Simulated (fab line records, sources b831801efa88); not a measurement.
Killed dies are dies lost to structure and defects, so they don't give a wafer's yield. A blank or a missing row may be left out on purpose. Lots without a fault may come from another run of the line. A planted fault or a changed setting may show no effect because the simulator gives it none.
Which tool did it? | flow gf180mcu | 15 lots, 45 wafers sampled, at 1 step of a route of 602

WHAT THE GAUGES READ, wafer by wafer
GF_STI_BOW_MEAS_00. Usual: INCOMING_BOW 0 um, standard deviation 7.2.
lot  | measured    | on            | INCOMING_BOW (um) | flag
L483 | day 1 20:00 | film_metro-03 | 5 6 -10           |
L484 | day 2 01:00 | film_metro-02 | 1 -7 -2           |
L486 | day 2 11:00 | film_metro-01 | -2 -15 2          |
L489 | day 3 02:01 | film_metro-01 | -4 -11 2          |
L490 | day 3 07:00 | film_metro-02 | -11 1 6           |
L491 | day 3 12:00 | film_metro-01 | -6 -3 0           |
L496 | day 4 13:00 | film_metro-03 | 20 8 15           |
L497 | day 4 18:00 | film_metro-02 | -2 -11 -4         |
L498 | day 4 23:02 | film_metro-01 | -3 10 8           |
L499 | day 5 04:01 | film_metro-02 | -5 1 7            |
L500 | day 5 09:00 | film_metro-01 | 8 -7 -6           |
L501 | day 5 14:04 | film_metro-02 | 12 -5 -11         |
L502 | day 5 19:00 | film_metro-02 | 6 -10 -3          |
L503 | day 6 00:02 | film_metro-01 | -10 2 12          |
L504 | day 6 05:01 | film_metro-01 | 9 0 -1            |

WHICH TOOL RAN EACH LOT (tool, then ch and the chambers of the sampled wafers, then the start)
The record holds no process step before these readings.

WHAT THE TOOLS THEMSELVES READ (means of the sampled wafers that have a number; where no wafer has one, the mark that the record gives instead)
The record holds no such reading with a usual standard deviation.

THE ANSWER, worked out from the rows above alone
Rule: a lot is off if the mean of its wafers that have a number lies more than 3 standard deviations from the usual mean. A lot without any number at a reading at which 4 lots or more have one is off too. The other lots that the step has rows for count as sound. The gauges are gone through in route order, then the tools' own readings, and for those a lot's mean is taken as printed above. The first step at which some lot is off is used, and at that step the reading that is off furthest; a lot without a number counts as furthest.
No lot is off at any reading shown: from this, nothing can be told.

WHAT THE SIMULATOR HAD PUT IN
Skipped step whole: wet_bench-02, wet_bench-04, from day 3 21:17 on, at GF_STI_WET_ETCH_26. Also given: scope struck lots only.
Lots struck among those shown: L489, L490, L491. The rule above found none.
